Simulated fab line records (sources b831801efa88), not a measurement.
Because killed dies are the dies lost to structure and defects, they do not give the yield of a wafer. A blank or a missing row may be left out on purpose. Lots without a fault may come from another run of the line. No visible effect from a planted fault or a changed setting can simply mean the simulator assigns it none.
fab line records / flow sky130 / part 2 of 2: steps 30 to 39 of 39
[record] lots = 5 wafers = 15 last-day = 49
route steps=708 shown METAL3@555 VIA3@573
lots that met no fault: from a run of the same line without faults
start-h: start of the lot's first displayed wafer, in hours after the record's first day / wait-h: hours since the lot's step before / " as in the row above / L1.1+2: several wafers, shown together as one row / - either no value or no given start / * or withheld: withheld / < > ~ a bound
route shown NAME@n: names a module that has steps shown in the file, with the first one's number in the route / usual: mean and standard deviation over wafers with no fault / same: alike in all rows / chamber/n: place in a boat / sites: per-site readings / _std_site: standard deviation of those values / _edge_site: mean of outer sites minus mean of inner sites / radius-mm: for every site, how far away it sits from the centre of the wafer / mask NAME#n: copy n / behind: the last tool/chamber to shape the wafer / hold: why the lot went on hold/how many hours it stayed there/how the hold came to an end / device: transistor that didn't switch, given as n, p or np / end of line: at the end of the route, the tests of the same wafers / step lacking rows: just its recipe / killed: the dies lost at the first sort to structure and to defects; this is not the yield of the wafer / map: per-die view of a wafer (x killed, . not killed, _ where there is no die)
set.NAME: setting as actually run; set.NAME@STEP: the setting as run at that earlier step / model.NAME: the simulator's own value behind a step, which no gauge read
lots at some steps of the route; a table a step, a row a wafer
services: the hour from which a tool's chamber was out of use, counted from the record's first day as start-h (under 0 if before that day), plus the number of hours and why
[[steps]]
[step SKY_VIA3_DEVELOP_11]
[recipe] develop-time-s = 60 resist = KrF-thick dev-temp-c = 21
lot.wafer=L074.1+3+5 tool=litho-track-03 chamber=0 start-h=- wait-h=-
lot.wafer=L077.3+4+5 tool=litho-track-04 chamber=0 start-h=- wait-h=-
lot.wafer=L081.1+4+5 tool=litho-track-03 chamber=0 start-h=- wait-h=-
lot.wafer=L091.2+3+4 tool=litho-track-03 chamber=0 start-h=- wait-h=-
lot.wafer=L092.1+4+6 tool=litho-track-03 chamber=0 start-h=- wait-h=-
[step SKY_VIA3_CD_MEAS_12]
[recipe] target-cd-nm = 200
[usual] cd-nm = 200.1/1.1
lot.wafer=L074.1 tool=cd-sem-01 chamber=- start-h=936.25 wait-h=- cd-nm=200.0
lot.wafer=L074.3 tool=cd-sem-01 chamber=- start-h=936.25 wait-h=- cd-nm=200.8
lot.wafer=L074.5 tool=cd-sem-01 chamber=- start-h=936.25 wait-h=- cd-nm=199.5
lot.wafer=L077.3 tool=cd-sem-02 chamber=- start-h=960.98 wait-h=- cd-nm=200.5
lot.wafer=L077.4 tool=cd-sem-02 chamber=- start-h=960.98 wait-h=- cd-nm=199.4
lot.wafer=L077.5 tool=cd-sem-02 chamber=- start-h=960.98 wait-h=- cd-nm=198.9
lot.wafer=L081.1 tool=cd-sem-02 chamber=- start-h=982.50 wait-h=- cd-nm=199.6
lot.wafer=L081.4 tool=cd-sem-02 chamber=- start-h=982.50 wait-h=- cd-nm=200.1
lot.wafer=L081.5 tool=cd-sem-02 chamber=- start-h=982.50 wait-h=- cd-nm=198.8
lot.wafer=L091.2 tool=cd-sem-01 chamber=- start-h=1049.37 wait-h=- cd-nm=197.4
lot.wafer=L091.3 tool=cd-sem-01 chamber=- start-h=1049.37 wait-h=- cd-nm=198.5
lot.wafer=L091.4 tool=cd-sem-01 chamber=- start-h=1049.37 wait-h=- cd-nm=198.5
lot.wafer=L092.1 tool=cd-sem-01 chamber=- start-h=1053.45 wait-h=- cd-nm=200.9
lot.wafer=L092.4 tool=cd-sem-01 chamber=- start-h=1053.45 wait-h=- cd-nm=201.5
lot.wafer=L092.6 tool=cd-sem-01 chamber=- start-h=1053.45 wait-h=- cd-nm=201.2
[step SKY_VIA3_OVL_MEAS_13]
[usual] VIA3_OVL = 2/5.1
lot.wafer=L074.1 tool=overlay-02 chamber=- start-h=936.37 wait-h=0.1 VIA3_OVL[nm]=4
lot.wafer=L074.3 tool=overlay-02 chamber=- start-h=936.37 wait-h=0.1 VIA3_OVL[nm]=16
lot.wafer=L074.5 tool=overlay-02 chamber=- start-h=936.37 wait-h=0.1 VIA3_OVL[nm]=15
lot.wafer=L077.3 tool=overlay-02 chamber=- start-h=961.07 wait-h=0.1 VIA3_OVL[nm]=7
lot.wafer=L077.4 tool=overlay-02 chamber=- start-h=961.07 wait-h=0.1 VIA3_OVL[nm]=10
lot.wafer=L077.5 tool=overlay-02 chamber=- start-h=961.07 wait-h=0.1 VIA3_OVL[nm]=1
lot.wafer=L081.1 tool=overlay-02 chamber=- start-h=982.62 wait-h=0.1 VIA3_OVL[nm]=-3
lot.wafer=L081.4 tool=overlay-02 chamber=- start-h=982.62 wait-h=0.1 VIA3_OVL[nm]=3
lot.wafer=L081.5 tool=overlay-02 chamber=- start-h=982.62 wait-h=0.1 VIA3_OVL[nm]=2
lot.wafer=L091.2 tool=overlay-02 chamber=- start-h=1049.47 wait-h=0.1 VIA3_OVL[nm]=0
lot.wafer=L091.3 tool=overlay-02 chamber=- start-h=1049.47 wait-h=0.1 VIA3_OVL[nm]=3
lot.wafer=L091.4 tool=overlay-02 chamber=- start-h=1049.47 wait-h=0.1 VIA3_OVL[nm]=2
lot.wafer=L092.1 tool=overlay-01 chamber=- start-h=1053.57 wait-h=0.1 VIA3_OVL[nm]=1
lot.wafer=L092.4 tool=overlay-01 chamber=- start-h=1053.57 wait-h=0.1 VIA3_OVL[nm]=4
lot.wafer=L092.6 tool=overlay-01 chamber=- start-h=1053.57 wait-h=0.1 VIA3_OVL[nm]=-6
[step SKY_VIA3_ETCH_14]
[recipe] chemistry = N2/H2 target = BARC ion-energy-ev = 200 source-w = 500 bias-w = 100 pressure-mtorr = 30 n2-flow-sccm = 100 h2-flow-sccm = 200 stop-on = SiO2 time-s = 45.9 target-depth-a = 600
[usual] drypump-motor-current-A = 5.7/0.39 oes-product-au = 0.854/0.0049 throttle-valve-pct = 13.225/0.009
[same] time-s = 45.9
lot.wafer=L074.1 tool=rie-diel-01 chamber=0 start-h=936.40 wait-h=0.0 drypump-motor-current-A=5.5 oes-product-au=0.855 rf-hours-counter-h=11 throttle-valve-pct=13.241
lot.wafer=L074.3 tool=rie-diel-01 chamber=3 start-h=936.40 wait-h=0.0 drypump-motor-current-A=5.4 oes-product-au=0.847 rf-hours-counter-h=4 throttle-valve-pct=13.216
lot.wafer=L074.5 tool=rie-diel-01 chamber=1 start-h=936.40 wait-h=0.0 drypump-motor-current-A=6.2 oes-product-au=0.850 rf-hours-counter-h=- throttle-valve-pct=13.224
lot.wafer=L077.3 tool=rie-diel-03 chamber=3 start-h=961.10 wait-h=0.0 drypump-motor-current-A=6.5 oes-product-au=0.860 rf-hours-counter-h=3 throttle-valve-pct=13.222
lot.wafer=L077.4 tool=rie-diel-03 chamber=0 start-h=961.10 wait-h=0.0 drypump-motor-current-A=5.9 oes-product-au=0.849 rf-hours-counter-h=14 throttle-valve-pct=13.221
lot.wafer=L077.5 tool=rie-diel-03 chamber=0 start-h=961.10 wait-h=0.0 drypump-motor-current-A=5.9 oes-product-au=0.859 rf-hours-counter-h=- throttle-valve-pct=13.221
lot.wafer=L081.1 tool=rie-diel-01 chamber=0 start-h=982.65 wait-h=0.0 drypump-motor-current-A=5.6 oes-product-au=0.849 rf-hours-counter-h=12 throttle-valve-pct=13.225
lot.wafer=L081.4 tool=rie-diel-01 chamber=2 start-h=982.65 wait-h=0.0 drypump-motor-current-A=5.3 oes-product-au=0.857 rf-hours-counter-h=- throttle-valve-pct=13.228
lot.wafer=L081.5 tool=rie-diel-01 chamber=3 start-h=982.65 wait-h=0.0 drypump-motor-current-A=5.4 oes-product-au=0.857 rf-hours-counter-h=- throttle-valve-pct=13.224
lot.wafer=L091.2 tool=rie-diel-01 chamber=1 start-h=1049.50 wait-h=0.0 drypump-motor-current-A=6.2 oes-product-au=0.862 rf-hours-counter-h=12 throttle-valve-pct=13.221
lot.wafer=L091.3 tool=rie-diel-01 chamber=3 start-h=1049.50 wait-h=0.0 drypump-motor-current-A=5.4 oes-product-au=0.854 rf-hours-counter-h=8 throttle-valve-pct=13.243
lot.wafer=L091.4 tool=rie-diel-01 chamber=0 start-h=1049.50 wait-h=0.0 drypump-motor-current-A=5.5 oes-product-au=0.861 rf-hours-counter-h=15 throttle-valve-pct=13.219
lot.wafer=L092.1 tool=rie-diel-02 chamber=2 start-h=1053.60 wait-h=0.0 drypump-motor-current-A=5.2 oes-product-au=0.858 rf-hours-counter-h=7 throttle-valve-pct=13.222
lot.wafer=L092.4 tool=rie-diel-02 chamber=0 start-h=1053.60 wait-h=0.0 drypump-motor-current-A=5.2 oes-product-au=0.850 rf-hours-counter-h=28 throttle-valve-pct=13.215
lot.wafer=L092.6 tool=rie-diel-02 chamber=0 start-h=1053.60 wait-h=0.0 drypump-motor-current-A=5.2 oes-product-au=0.853 rf-hours-counter-h=- throttle-valve-pct=13.220
[step SKY_VIA3_ETCH_15]
[recipe] target = SiO2 chemistry = C4F8/O2/Ar target-depth-nm = 507 stop-on = TiN mask-material = KrF-thick source-w = 1500 bias-w = 1200 pressure-mtorr = 40 c4f8-flow-sccm = withheld O2_flow_sccm = 6 Ar_flow_sccm = 300 time-s = 78
[usual] oes-product-au = 0.945/0.0048
[same] time-s = 78
lot.wafer=L074.1 tool=rie-diel-01 chamber=0 start-h=936.45 wait-h=0.0 oes-product-au=0.954
lot.wafer=L074.3 tool=rie-diel-01 chamber=3 start-h=936.45 wait-h=0.0 oes-product-au=0.959
lot.wafer=L074.5 tool=rie-diel-01 chamber=1 start-h=936.45 wait-h=0.0 oes-product-au=0.945
lot.wafer=L077.3 tool=rie-diel-03 chamber=3 start-h=961.14 wait-h=0.0 oes-product-au=0.945
lot.wafer=L077.4 tool=rie-diel-03 chamber=0 start-h=961.14 wait-h=0.0 oes-product-au=0.953
lot.wafer=L077.5 tool=rie-diel-03 chamber=0 start-h=961.14 wait-h=0.0 oes-product-au=0.946
lot.wafer=L081.1 tool=rie-diel-01 chamber=0 start-h=982.70 wait-h=0.0 oes-product-au=0.948
lot.wafer=L081.4 tool=rie-diel-01 chamber=2 start-h=982.70 wait-h=0.0 oes-product-au=0.943
lot.wafer=L081.5 tool=rie-diel-01 chamber=3 start-h=982.70 wait-h=0.0 oes-product-au=0.950
lot.wafer=L091.2 tool=rie-diel-01 chamber=1 start-h=1049.55 wait-h=0.0 oes-product-au=0.952
lot.wafer=L091.3 tool=rie-diel-01 chamber=3 start-h=1049.55 wait-h=0.0 oes-product-au=0.944
lot.wafer=L091.4 tool=rie-diel-01 chamber=0 start-h=1049.55 wait-h=0.0 oes-product-au=0.924
lot.wafer=L092.1 tool=rie-diel-02 chamber=2 start-h=1053.65 wait-h=0.0 oes-product-au=0.941
lot.wafer=L092.4 tool=rie-diel-02 chamber=0 start-h=1053.65 wait-h=0.0 oes-product-au=0.951
lot.wafer=L092.6 tool=rie-diel-02 chamber=0 start-h=1053.65 wait-h=0.0 oes-product-au=0.943
[step SKY_VIA3_STRIP_16]
[recipe] chemistry = O2/N2 power-w = 1400 pressure-mtorr = 1500 platen-temp-c = withheld o2-flow-sccm = 3000 n2-flow-sccm = 300 overash-fraction = 0.5
[usual] drypump-motor-current-A = 5.8/0.44 oes-product-au = 0.402/0.0049 strip-time-to-endpoint-s = 4.14/0.033
lot.wafer=L074.1 tool=plasma-asher-01 chamber=1 start-h=936.51 wait-h=0.0 drypump-motor-current-A=5.4 oes-product-au=0.400 rf-hours-counter-h=84 strip-time-to-endpoint-s=4.15
lot.wafer=L074.3 tool=plasma-asher-01 chamber=0 start-h=936.51 wait-h=0.0 drypump-motor-current-A=5.5 oes-product-au=0.403 rf-hours-counter-h=- strip-time-to-endpoint-s=4.08
lot.wafer=L074.5 tool=plasma-asher-01 chamber=0 start-h=936.51 wait-h=0.0 drypump-motor-current-A=5.5 oes-product-au=0.393 rf-hours-counter-h=- strip-time-to-endpoint-s=4.13
lot.wafer=L077.3 tool=plasma-asher-02 chamber=0 start-h=961.23 wait-h=0.1 drypump-motor-current-A=6.3 oes-product-au=0.408 rf-hours-counter-h=- strip-time-to-endpoint-s=4.19
lot.wafer=L077.4 tool=plasma-asher-02 chamber=1 start-h=961.23 wait-h=0.1 drypump-motor-current-A=6.5 oes-product-au=0.399 rf-hours-counter-h=- strip-time-to-endpoint-s=4.16
lot.wafer=L077.5 tool=plasma-asher-02 chamber=0 start-h=961.23 wait-h=0.1 drypump-motor-current-A=6.3 oes-product-au=0.402 rf-hours-counter-h=- strip-time-to-endpoint-s=4.17
lot.wafer=L081.1 tool=plasma-asher-01 chamber=1 start-h=982.76 wait-h=0.0 drypump-motor-current-A=5.4 oes-product-au=0.407 rf-hours-counter-h=89 strip-time-to-endpoint-s=4.14
lot.wafer=L081.4 tool=plasma-asher-01 chamber=1 start-h=982.76 wait-h=0.0 drypump-motor-current-A=5.4 oes-product-au=0.399 rf-hours-counter-h=- strip-time-to-endpoint-s=4.16
lot.wafer=L081.5 tool=plasma-asher-01 chamber=0 start-h=982.76 wait-h=0.0 drypump-motor-current-A=5.5 oes-product-au=0.398 rf-hours-counter-h=- strip-time-to-endpoint-s=4.12
lot.wafer=L091.2 tool=plasma-asher-03 chamber=1 start-h=1049.61 wait-h=0.0 drypump-motor-current-A=5.7 oes-product-au=0.405 rf-hours-counter-h=62 strip-time-to-endpoint-s=4.13
lot.wafer=L091.3 tool=plasma-asher-03 chamber=1 start-h=1049.61 wait-h=0.0 drypump-motor-current-A=5.7 oes-product-au=0.396 rf-hours-counter-h=- strip-time-to-endpoint-s=4.08
lot.wafer=L091.4 tool=plasma-asher-03 chamber=0 start-h=1049.61 wait-h=0.0 drypump-motor-current-A=5.3 oes-product-au=0.405 rf-hours-counter-h=- strip-time-to-endpoint-s=4.15
lot.wafer=L092.1 tool=plasma-asher-02 chamber=0 start-h=1053.71 wait-h=0.0 drypump-motor-current-A=6.2 oes-product-au=0.397 rf-hours-counter-h=30 strip-time-to-endpoint-s=4.06
lot.wafer=L092.4 tool=plasma-asher-02 chamber=0 start-h=1053.71 wait-h=0.0 drypump-motor-current-A=6.3 oes-product-au=0.408 rf-hours-counter-h=- strip-time-to-endpoint-s=4.15
lot.wafer=L092.6 tool=plasma-asher-02 chamber=0 start-h=1053.71 wait-h=0.0 drypump-motor-current-A=6.2 oes-product-au=0.408 rf-hours-counter-h=- strip-time-to-endpoint-s=4.15
[step SKY_VIA3_STRIP_17]
[recipe] chemistry = post-etch-residue-remover time-s = 1200 temp-c = 72.5
[usual] bath-guard-temp-C = 72.4/0.48
[same] time-s = 1200
lot.wafer=L074.1 tool=wet-bench-04 chamber=1 start-h=936.61 wait-h=0.1 bath-guard-temp-C=72.7
lot.wafer=L074.3 tool=wet-bench-04 chamber=1 start-h=936.61 wait-h=0.1 bath-guard-temp-C=72.6
lot.wafer=L074.5 tool=wet-bench-04 chamber=1 start-h=936.61 wait-h=0.1 bath-guard-temp-C=72.4
lot.wafer=L077.3 tool=wet-bench-03 chamber=3 start-h=961.30 wait-h=0.0 bath-guard-temp-C=71.7
lot.wafer=L077.4 tool=wet-bench-03 chamber=3 start-h=961.30 wait-h=0.0 bath-guard-temp-C=71.7
lot.wafer=L077.5 tool=wet-bench-03 chamber=3 start-h=961.30 wait-h=0.0 bath-guard-temp-C=72.0
lot.wafer=L081.1 tool=wet-bench-03 chamber=0 start-h=982.86 wait-h=0.1 bath-guard-temp-C=72.4
lot.wafer=L081.4 tool=wet-bench-03 chamber=0 start-h=982.86 wait-h=0.1 bath-guard-temp-C=72.0
lot.wafer=L081.5 tool=wet-bench-03 chamber=0 start-h=982.86 wait-h=0.1 bath-guard-temp-C=72.3
lot.wafer=L091.2 tool=wet-bench-03 chamber=0 start-h=1049.71 wait-h=0.1 bath-guard-temp-C=72.1
lot.wafer=L091.3 tool=wet-bench-03 chamber=0 start-h=1049.71 wait-h=0.1 bath-guard-temp-C=72.0
lot.wafer=L091.4 tool=wet-bench-03 chamber=0 start-h=1049.71 wait-h=0.1 bath-guard-temp-C=72.5
lot.wafer=L092.1 tool=wet-bench-01 chamber=0 start-h=1053.81 wait-h=0.1 bath-guard-temp-C=73.0
lot.wafer=L092.4 tool=wet-bench-01 chamber=0 start-h=1053.81 wait-h=0.1 bath-guard-temp-C=73.0
lot.wafer=L092.6 tool=wet-bench-01 chamber=0 start-h=1053.81 wait-h=0.1 bath-guard-temp-C=73.3
[step SKY_VIA3_CLEAN_18]
[recipe] chemistry = IPA time-s = 180 temp-c = 25
[same] time-s = 180
lot.wafer=L074.1+3+5 tool=wet-bench-03 chamber=0 start-h=936.98 wait-h=0.0
lot.wafer=L077.3+4+5 tool=wet-bench-04 chamber=1 start-h=961.71 wait-h=0.0
lot.wafer=L081.1+4+5 tool=wet-bench-01 chamber=1 start-h=983.20 wait-h=0.0
lot.wafer=L091.2+3+4 tool=wet-bench-04 chamber=1 start-h=1050.05 wait-h=0.0
lot.wafer=L092.1+4+6 tool=wet-bench-03 chamber=0 start-h=1054.15 wait-h=0.0
[step SKY_VIA3_CLEAN_19]
[recipe] chemistry = O3/DIW dry = n2-spin
lot.wafer=L074.1+3+5 tool=wet-bench-04 chamber=2 start-h=937.04 wait-h=0.0
lot.wafer=L077.3+4+5 tool=wet-bench-01 chamber=1 start-h=961.77 wait-h=0.0
lot.wafer=L081.1+4+5 tool=wet-bench-03 chamber=3 start-h=983.26 wait-h=0.0
lot.wafer=L091.2+3+4 tool=wet-bench-03 chamber=2 start-h=1050.13 wait-h=0.0
lot.wafer=L092.1+4+6 tool=wet-bench-03 chamber=2 start-h=1054.21 wait-h=0.0
[step SKY_VIA3_SPUTTER_20]
[recipe] material = TiN target-thk-nm = 20 chamber-pressure-pa = 5 power-w = 4000 time-s = 80
[usual] chamber-pressure-pa = 5.000/0.0092 throttle-valve-pct = 30.3/0.97
[same] time-s = 80
lot.wafer=L074.1 tool=pvd-sputter-01 chamber=- start-h=937.14 wait-h=0.0 chamber-pressure-pa=4.995 throttle-valve-pct=31.8
lot.wafer=L074.3 tool=pvd-sputter-01 chamber=- start-h=937.14 wait-h=0.0 chamber-pressure-pa=5.005 throttle-valve-pct=31.3
lot.wafer=L074.5 tool=pvd-sputter-01 chamber=- start-h=937.14 wait-h=0.0 chamber-pressure-pa=5.016 throttle-valve-pct=31.3
lot.wafer=L077.3 tool=pvd-sputter-01 chamber=- start-h=961.86 wait-h=0.0 chamber-pressure-pa=5.008 throttle-valve-pct=32.0
lot.wafer=L077.4 tool=pvd-sputter-01 chamber=- start-h=961.86 wait-h=0.0 chamber-pressure-pa=5.002 throttle-valve-pct=29.2
lot.wafer=L077.5 tool=pvd-sputter-01 chamber=- start-h=961.86 wait-h=0.0 chamber-pressure-pa=5.009 throttle-valve-pct=29.0
lot.wafer=L081.1 tool=pvd-sputter-04 chamber=- start-h=983.35 wait-h=0.0 chamber-pressure-pa=5.003 throttle-valve-pct=30.3
lot.wafer=L081.4 tool=pvd-sputter-04 chamber=- start-h=983.35 wait-h=0.0 chamber-pressure-pa=4.998 throttle-valve-pct=28.9
lot.wafer=L081.5 tool=pvd-sputter-04 chamber=- start-h=983.35 wait-h=0.0 chamber-pressure-pa=4.995 throttle-valve-pct=30.6
lot.wafer=L091.2 tool=pvd-sputter-02 chamber=- start-h=1050.22 wait-h=0.0 chamber-pressure-pa=4.995 throttle-valve-pct=31.2
lot.wafer=L091.3 tool=pvd-sputter-02 chamber=- start-h=1050.22 wait-h=0.0 chamber-pressure-pa=5.004 throttle-valve-pct=29.7
lot.wafer=L091.4 tool=pvd-sputter-02 chamber=- start-h=1050.22 wait-h=0.0 chamber-pressure-pa=4.986 throttle-valve-pct=28.9
lot.wafer=L092.1 tool=pvd-sputter-02 chamber=- start-h=1054.30 wait-h=0.0 chamber-pressure-pa=4.996 throttle-valve-pct=30.7
lot.wafer=L092.4 tool=pvd-sputter-02 chamber=- start-h=1054.30 wait-h=0.0 chamber-pressure-pa=5.008 throttle-valve-pct=29.2
lot.wafer=L092.6 tool=pvd-sputter-02 chamber=- start-h=1054.30 wait-h=0.0 chamber-pressure-pa=4.998 throttle-valve-pct=30.9
[[services]]
tool=rie-diel-01 chamber=- start-h=875.20 hours=0.3 kind=repair
tool=plasma-asher-02 chamber=- start-h=878.65 hours=6.3 kind=repair
tool=cmp-02 chamber=- start-h=891.69 hours=0.5 kind=repair
tool=krf-scanner-01 chamber=- start-h=893.64 hours=1.3 kind=pm
tool=wet-bench-01 chamber=- start-h=896.00 hours=1.8 kind=repair
tool=wet-bench-04 chamber=- start-h=898.97 hours=4.4 kind=pm
tool=krf-scanner-02 chamber=- start-h=899.50 hours=1.3 kind=pm
tool=rie-diel-01 chamber=- start-h=909.07 hours=6.1 kind=repair
tool=cmp-02 chamber=- start-h=912.00 hours=4.0 kind=pm
tool=rie-diel-04 chamber=0 start-h=925.82 hours=8.5 kind=repair
tool=rie-diel-02 chamber=1 start-h=929.42 hours=10.0 kind=repair
tool=rie-diel-01 chamber=3 start-h=940.07 hours=6.2 kind=repair
tool=cmp-02 chamber=- start-h=960.89 hours=23.7 kind=pm
tool=wet-bench-04 chamber=- start-h=965.01 hours=8.1 kind=repair
tool=rie-diel-01 chamber=1 start-h=965.96 hours=2.2 kind=repair
tool=rie-diel-01 chamber=1 start-h=980.60 hours=5.8 kind=repair
tool=rie-diel-02 chamber=0 start-h=981.71 hours=9.3 kind=repair
tool=rie-diel-01 chamber=- start-h=988.84 hours=5.2 kind=repair
tool=cmp-02 chamber=- start-h=991.10 hours=9.3 kind=repair
tool=plasma-asher-02 chamber=- start-h=1001.97 hours=5.1 kind=repair
tool=krf-scanner-02 chamber=- start-h=1004.18 hours=1.0 kind=pm
tool=cmp-02 chamber=- start-h=1010.09 hours=7.9 kind=pm
tool=wet-bench-02 chamber=- start-h=1010.86 hours=1.9 kind=pm
tool=rie-metal-02 chamber=1 start-h=1020.23 hours=7.6 kind=repair
